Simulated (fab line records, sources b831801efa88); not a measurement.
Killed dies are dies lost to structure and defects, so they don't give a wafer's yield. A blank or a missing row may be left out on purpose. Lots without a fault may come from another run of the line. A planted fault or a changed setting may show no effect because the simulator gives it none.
Which tool did it? | flow sky130 | 11 lots, 33 wafers sampled, at 6 steps of a route of 708

WHAT THE GAUGES READ, wafer by wafer
The record holds no reading of a measuring or inspecting step that can be judged against a usual standard deviation.

WHICH TOOL RAN EACH LOT (tool, then ch and the chambers of the sampled wafers, then the start)
lot  | SKY_METAL5_SPUTTER_00        | SKY_METAL5_METAL_ETCH_15          | SKY_METAL5_STRIP_16                  | SKY_PASSIVATION_CVD_00          | SKY_PASSIVATION_CVD_02          | SKY_PAD_OPEN_PROBE_99
L256 | pvd_sputter-01, day 43 06:41 | rie_metal-01 ch 0,1, day 44 05:49 | plasma_asher-02 ch 0,1, day 44 06:03 | pecvd-03 ch 0,1, day 44 06:38   | pecvd-04 ch 0,1,2, day 44 06:43 | -
L259 | pvd_sputter-02, day 43 21:58 | rie_metal-01 ch 0,1, day 44 20:02 | plasma_asher-01 ch 0,1, day 44 20:16 | pecvd-03 ch 0,1,2, day 44 20:52 | pecvd-01 ch 0,2, day 44 20:56   | -
L260 | pvd_sputter-03, day 44 03:46 | rie_metal-01 ch 0,1, day 45 02:08 | plasma_asher-04 ch 0,1, day 45 02:22 | pecvd-03 ch 0,2, day 45 02:59   | pecvd-01 ch 0,1,2, day 45 03:04 | -
L261 | pvd_sputter-01, day 44 23:14 | rie_metal-01 ch 0,1, day 45 20:10 | plasma_asher-04 ch 0,1, day 45 20:21 | pecvd-04 ch 0,1, day 45 21:01   | pecvd-01 ch 0,2, day 45 21:05   | -
L268 | pvd_sputter-02, day 46 09:26 | rie_metal-02 ch 0,1, day 47 05:53 | plasma_asher-02 ch 0,1, day 47 06:07 | pecvd-04 ch 0,1,2, day 47 06:43 | pecvd-03 ch 0,1, day 47 06:47   | prober-01, day 49 00:43
L271 | pvd_sputter-01, day 47 02:25 | rie_metal-02 ch 0,1, day 47 22:41 | plasma_asher-02 ch 0,1, day 47 22:55 | pecvd-04 ch 0,2, day 47 23:31   | pecvd-03 ch 0,1, day 47 23:35   | -
L272 | pvd_sputter-03, day 47 02:43 | rie_metal-03 ch 0,1, day 47 22:55 | plasma_asher-04 ch 0,1, day 47 23:06 | pecvd-01 ch 0,1,2, day 47 23:40 | pecvd-04 ch 0,1,2, day 47 23:51 | prober-01, day 49 15:28
L274 | pvd_sputter-02, day 47 21:15 | rie_metal-02 ch 0,1, day 48 15:58 | plasma_asher-04 ch 0,1, day 48 16:12 | pecvd-04 ch 1,2, day 48 16:47   | pecvd-01 ch 0,1,2, day 48 16:53 | -
L276 | pvd_sputter-03, day 48 05:52 | rie_metal-02 ch 1, day 49 00:29   | plasma_asher-01 ch 0,1, day 49 00:52 | pecvd-03 ch 0,2, day 49 01:40   | pecvd-01 ch 0,1,2, day 49 01:45 | -
L275 | pvd_sputter-01, day 48 07:29 | rie_metal-02 ch 1, day 49 02:30   | plasma_asher-02 ch 0,1, day 49 02:58 | pecvd-04 ch 0,1,2, day 49 04:04 | pecvd-03 ch 0,1,2, day 49 04:08 | -
L277 | pvd_sputter-03, day 48 16:46 | rie_metal-02 ch 1, day 49 10:14   | plasma_asher-01 ch 1, day 49 10:38   | pecvd-03 ch 1,2, day 49 11:40   | pecvd-01 ch 0,2, day 49 11:44   | -
- SKY_METAL5_SPUTTER_00: material Ti, target thk 15 nm, time 10 s.
- SKY_METAL5_METAL_ETCH_15: etches the open film in Cl2/BCl3, stops on SiO2, target depth 1260 nm, time 252 s.
- SKY_METAL5_STRIP_16: strips in O2/N2.
- SKY_PASSIVATION_CVD_00: deposits SiO2, target thk 90 nm.
- SKY_PASSIVATION_CVD_02: deposits Si3N4, target thk 540 nm.
- SKY_PAD_OPEN_PROBE_99

WHAT THE TOOLS THEMSELVES READ (means of the sampled wafers that have a number; where no wafer has one, the mark that the record gives instead)
SKY_METAL5_SPUTTER_00. Usual: throttle_valve_pct 29.6 %, standard deviation 0.91.
lot  | tool           | throttle_valve_pct (%) | flag
L256 | pvd_sputter-01 | 30.5                   |
L259 | pvd_sputter-02 | 29.1                   |
L260 | pvd_sputter-03 | 28.6                   |
L261 | pvd_sputter-01 | 29.9                   |
L268 | pvd_sputter-02 | 29.5                   |
L271 | pvd_sputter-01 | 29.7                   |
L272 | pvd_sputter-03 | 28.7                   |
L274 | pvd_sputter-02 | 29.7                   |
L276 | pvd_sputter-03 | 30.2                   |
L275 | pvd_sputter-01 | 29.8                   |
L277 | pvd_sputter-03 | 30.2                   |

SKY_METAL5_METAL_ETCH_15. Usual: drypump_motor_current_A 5.9 A, standard deviation 0.32; oes_product_au 0.894 a.u., standard deviation 0.0055; throttle_valve_pct 22.264 %, standard deviation 0.0093.
lot  | tool         | drypump_motor_current_A (A) | oes_product_au (a.u.) | throttle_valve_pct (%) | flag
L256 | rie_metal-01 | 5.7                         | 0.895                 | 22.269                 |
L259 | rie_metal-01 | 5.7                         | 0.899                 | 22.261                 |
L260 | rie_metal-01 | 5.8                         | 0.847                 | 22.258                 | OFF
L261 | rie_metal-01 | 5.7                         | 0.871                 | 22.267                 | OFF
L268 | rie_metal-02 | 5.9                         | 0.892                 | 22.258                 |
L271 | rie_metal-02 | 5.9                         | 0.891                 | 22.256                 |
L272 | rie_metal-03 | 6.2                         | 0.889                 | 22.260                 |
L274 | rie_metal-02 | 5.9                         | 0.896                 | 22.263                 |
L276 | rie_metal-02 | 5.6                         | 0.889                 | 22.259                 |
L275 | rie_metal-02 | 5.6                         | 0.901                 | 22.259                 |
L277 | rie_metal-02 | 5.6                         | 0.893                 | 22.264                 |

SKY_METAL5_STRIP_16. Usual: drypump_motor_current_A 5.4 A, standard deviation 0.47; n2_flow_sccm 299.9 sccm, standard deviation 0.87; oes_product_au 0.711 a.u., standard deviation 0.0045; strip_time_to_endpoint_s 13.04 s, standard deviation 0.18.
lot  | tool            | drypump_motor_current_A (A) | n2_flow_sccm (sccm) | oes_product_au (a.u.) | strip_time_to_endpoint_s (s) | flag
L256 | plasma_asher-02 | 5.2                         | 299.6               | 0.711                 | 13.11                        |
L259 | plasma_asher-01 | 5.7                         | 300.7               | 0.709                 | 13.11                        |
L260 | plasma_asher-04 | 5.7                         | 298.8               | 0.710                 | 12.22                        | OFF
L261 | plasma_asher-04 | 5.2                         | 300.3               | 0.712                 | 12.67                        |
L268 | plasma_asher-02 | 5.1                         | 299.7               | 0.708                 | 12.97                        |
L271 | plasma_asher-02 | 5.1                         | 299.2               | 0.713                 | 13.02                        |
L272 | plasma_asher-04 | 5.7                         | 300.0               | 0.712                 | 12.95                        |
L274 | plasma_asher-04 | 5.7                         | 300.0               | 0.710                 | 12.95                        |
L276 | plasma_asher-01 | 5.7                         | 299.7               | 0.708                 | 13.21                        |
L275 | plasma_asher-02 | 5.2                         | 300.2               | 0.709                 | 13.22                        |
L277 | plasma_asher-01 | 5.3                         | 300.9               | 0.713                 | 13.27                        |

SKY_PASSIVATION_CVD_00. Usual: heater_power_w 651 W, standard deviation 84.
lot  | tool     | heater_power_w (W) | flag
L256 | pecvd-03 | 579                |
L259 | pecvd-03 | 649                |
L260 | pecvd-03 | 586                |
L261 | pecvd-04 | 685                |
L268 | pecvd-04 | 608                |
L271 | pecvd-04 | 621                |
L272 | pecvd-01 | 651                |
L274 | pecvd-04 | 593                |
L276 | pecvd-03 | 616                |
L275 | pecvd-04 | 615                |
L277 | pecvd-03 | 745                |

SKY_PASSIVATION_CVD_02. Usual: heater_power_w 693 W, standard deviation 79.
lot  | tool     | heater_power_w (W) | flag
L256 | pecvd-04 | 635                |
L259 | pecvd-01 | 661                |
L260 | pecvd-01 | 691                |
L261 | pecvd-01 | 658                |
L268 | pecvd-03 | 685                |
L271 | pecvd-03 | 684                |
L272 | pecvd-04 | 701                |
L274 | pecvd-01 | 694                |
L276 | pecvd-01 | 708                |
L275 | pecvd-03 | 758                |
L277 | pecvd-01 | 724                |

SKY_PAD_OPEN_PROBE_99. Usual: defect_limited_yield 82.7 %, standard deviation 2; killed_at_M0_to_M3 42, standard deviation 6.7; killed_at_M4_up 3.3, standard deviation 2.1; killed_at_contacts 24, standard deviation 5.1; killed_at_front_end 15, standard deviation 4.6; killed_at_other 0.3, standard deviation 0.58; killed_dies 85, standard deviation 9.9; killed_open 46, standard deviation 6.9; killed_short 38, standard deviation 7; sort_bin_3_pad_short 0.9 %, standard deviation 0.43; sort_bin_5_function 10.1 %, standard deviation 1.4; sort_bin_6_memory 6.4 %, standard deviation 1.2; sort_n_pass 407, standard deviation 9.9; sort_yield_pct 82.7 %, standard deviation 2.
lot  | tool      | defect_limited_yield (%) | killed_at_M0_to_M3 | killed_at_M4_up | killed_at_contacts | killed_at_front_end | killed_at_other | killed_dies | killed_open | killed_short | sort_bin_3_pad_short (%) | sort_bin_5_function (%) | sort_bin_6_memory (%) | sort_n_pass | sort_yield_pct (%) | flag
L268 | prober-01 | 83.7                     | 43                 | 3.0             | 23                 | 10                  | 1.0             | 80          | 44          | 36           | 0.7                      | 8.9                     | 6.8                   | 412         | 83.7               |
L272 | prober-01 | 82.3                     | 39                 | 2.7             | 26                 | 19                  | 0.3             | 87          | 48          | 39           | 1.1                      | 9.0                     | 7.5                   | 405         | 82.3               |

THE ANSWER, worked out from the rows above alone
Rule: a lot is off if the mean of its wafers that have a number lies more than 3 standard deviations from the usual mean. A lot without any number at a reading at which 4 lots or more have one is off too. The other lots that the step has rows for count as sound. The gauges are gone through in route order, then the tools' own readings, and for those a lot's mean is taken as printed above. The first step at which some lot is off is used, and at that step the reading that is off furthest; a lot without a number counts as furthest.
Off: L260, L261, at SKY_METAL5_METAL_ETCH_15 (oes_product_au).
A tool fits if, at that step or a process step before it, it ran every lot that is off, and no sound lot after the first of them. One fits: rie_metal-01 at SKY_METAL5_METAL_ETCH_15. Its last sound lot is L259 (day 44 20:02), its first lot that is off L260 (day 45 02:08): a fault that began between those two fits.
The tool's own readings at SKY_METAL5_METAL_ETCH_15 bear it out: on the lots that are off they differ by more than 5 times the standard deviation of the sound lots' means. oes_product_au reads 0.859 a.u. there against 0.894 a.u. on the sound lots.

WHAT THE SIMULATOR HAD PUT IN
Process parameter drift: rie_metal-01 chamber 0, from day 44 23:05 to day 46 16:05, at SKY_METAL5_METAL_ETCH_15. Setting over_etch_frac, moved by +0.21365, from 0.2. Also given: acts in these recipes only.
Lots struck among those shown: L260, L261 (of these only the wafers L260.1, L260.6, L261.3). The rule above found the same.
